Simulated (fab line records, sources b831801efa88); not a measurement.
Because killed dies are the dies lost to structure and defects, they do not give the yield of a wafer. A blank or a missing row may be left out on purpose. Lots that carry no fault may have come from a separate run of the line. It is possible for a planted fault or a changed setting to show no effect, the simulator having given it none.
Chamber matching || flow sky130 || SKY_FIELD_ISO_CMP_27 on cmp-02 has 4 sister chambers
The step polishes, stops on Si3N4, t overpolish 16 s, target thk 457.8 nm. 8 wafers are shown with their chamber, then 8 later ones without.

## WAFERS, EACH WITH ITS CHAMBER
{"wafer": "L444.6", "chamber": 2, "motorCurrentA (A)": 11.5, "timeToEndpointS (s)": 121}
{"wafer": "L448.3", "chamber": 1, "motorCurrentA (A)": 12.0, "timeToEndpointS (s)": 117}
{"wafer": "L450.2", "chamber": 0, "motorCurrentA (A)": 14.2, "timeToEndpointS (s)": 119}
{"wafer": "L450.3", "chamber": 2, "motorCurrentA (A)": 12.1, "timeToEndpointS (s)": 121}
{"wafer": "L453.3", "chamber": 0, "motorCurrentA (A)": 13.7, "timeToEndpointS (s)": 116}
{"wafer": "L453.4", "chamber": 3, "motorCurrentA (A)": 10.4, "timeToEndpointS (s)": 120}
{"wafer": "L453.5", "chamber": 1, "motorCurrentA (A)": 12.8, "timeToEndpointS (s)": 120}
{"wafer": "L462.3", "chamber": 3, "motorCurrentA (A)": 10.1, "timeToEndpointS (s)": 120}

## WAFERS WITH NO CHAMBER GIVEN
{"wafer": "L462.4", "motorCurrentA (A)": 11.5, "timeToEndpointS (s)": 116}
{"wafer": "L462.5", "motorCurrentA (A)": 11.2, "timeToEndpointS (s)": 116}
{"wafer": "L463.2", "motorCurrentA (A)": 10.9, "timeToEndpointS (s)": 120}
{"wafer": "L463.3", "motorCurrentA (A)": 11.9, "timeToEndpointS (s)": 120}
{"wafer": "L463.6", "motorCurrentA (A)": 10.7, "timeToEndpointS (s)": 124}
{"wafer": "L464.1", "motorCurrentA (A)": 12.1, "timeToEndpointS (s)": 116}
{"wafer": "L464.3", "motorCurrentA (A)": 14.1, "timeToEndpointS (s)": 113}
{"wafer": "L464.6", "motorCurrentA (A)": 10.4, "timeToEndpointS (s)": 118}

## THE CHAMBER EACH PASSED THROUGH
{"wafer": "L462.4", "from the rows above": "can't be placed: 1 or 2 or 3", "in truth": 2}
{"wafer": "L462.5", "from the rows above": "can't be placed: 1 or 3 or 2", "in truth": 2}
{"wafer": "L463.2", "from the rows above": "can't be placed: 3 or 2", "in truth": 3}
{"wafer": "L463.3", "from the rows above": "can't be placed: 2 or 1", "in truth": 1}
{"wafer": "L463.6", "from the rows above": "can't be placed: 3 or 2", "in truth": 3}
{"wafer": "L464.1", "from the rows above": "can't be placed: 1 or 2", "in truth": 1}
{"wafer": "L464.3", "from the rows above": 0, "in truth": 0}
{"wafer": "L464.6", "from the rows above": 3, "in truth": 3}
2 of 8 placed correctly. Cannot be placed on the basis of these rows: 6; the candidates contain the true chamber in 6. Placed wrongly: 0.
How it was worked out, from the rows above alone: a wafer's distance from a chamber is the root of the sum, over the readings, of the square of ((its reading less the chamber's mean) divided by the reading's scatter). The wafer belongs to the nearest chamber; if the next one is less than 2 further off, it can't be placed. A chamber's mean is the mean of its shown wafers. The scatter is the square root of a quotient: the sum, over the shown wafers, of each reading's squared deviation from its chamber's mean, divided by wafers minus chambers.
